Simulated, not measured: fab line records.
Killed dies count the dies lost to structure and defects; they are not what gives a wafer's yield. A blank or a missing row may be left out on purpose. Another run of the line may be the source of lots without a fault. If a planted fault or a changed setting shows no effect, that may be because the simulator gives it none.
A single fault, viewed from 2 desks -- flow gf180mcu -- each desk has only its own numbers; what lay behind them comes last

## METROLOGY DESK
What the gauges read for every lot (on any tool): the sampled wafers with a number, averaged. The brackets show how far a lot's mean lies from the usual mean; more than 4 standard deviations puts the lot out of limits, marked OUT.
Columns: A = cd_nm at GF_CONTACT_CD_MEAS_14, usual 219.8 nm; B = CONTACT_OVL at GF_CONTACT_OVL_MEAS_15, usual 4 nm
lot,first seen here,A,B
L387,day 19 13:08,220.3,-5
L388,day 20 08:45,218.9,3
L395,day 22 21:55,219.8,5
L397,day 23 05:25,221.4,11
L398,day 23 14:44,219.3,3
L401,day 24 08:42,222.0,3
This desk's verdict: no lot among the 6 shows anything out of limits.

## AT THE TOOL OWNER'S DESK: pvd_sputter-04
The tool's own readings at GF_CONTACT_SPUTTER_23 (material TiN, target thk 10 nm, time 40 s): means of the sampled wafers that have a number, for each lot that ran on this tool. The brackets show how far a lot's mean lies from the usual mean; more than 4 standard deviations puts the lot out of limits, marked OUT.
Columns: A = throttle_valve_pct at GF_CONTACT_SPUTTER_23, usual 30.3 %
lot,first seen here,A
L387,day 19 13:49,29.9
L388,day 20 09:25,30.5
L397,day 23 06:06,30.0
L398,day 23 15:24,30.0
L401,day 24 09:26,30.3
This desk's verdict: no lot among the 5 shows anything out of limits.

## BROUGHT TOGETHER
Metrology desk: nothing out of limits seen.
Nothing out of limits was seen by the tool owner's desk.

## WHAT THE SIMULATOR HAD INSERTED
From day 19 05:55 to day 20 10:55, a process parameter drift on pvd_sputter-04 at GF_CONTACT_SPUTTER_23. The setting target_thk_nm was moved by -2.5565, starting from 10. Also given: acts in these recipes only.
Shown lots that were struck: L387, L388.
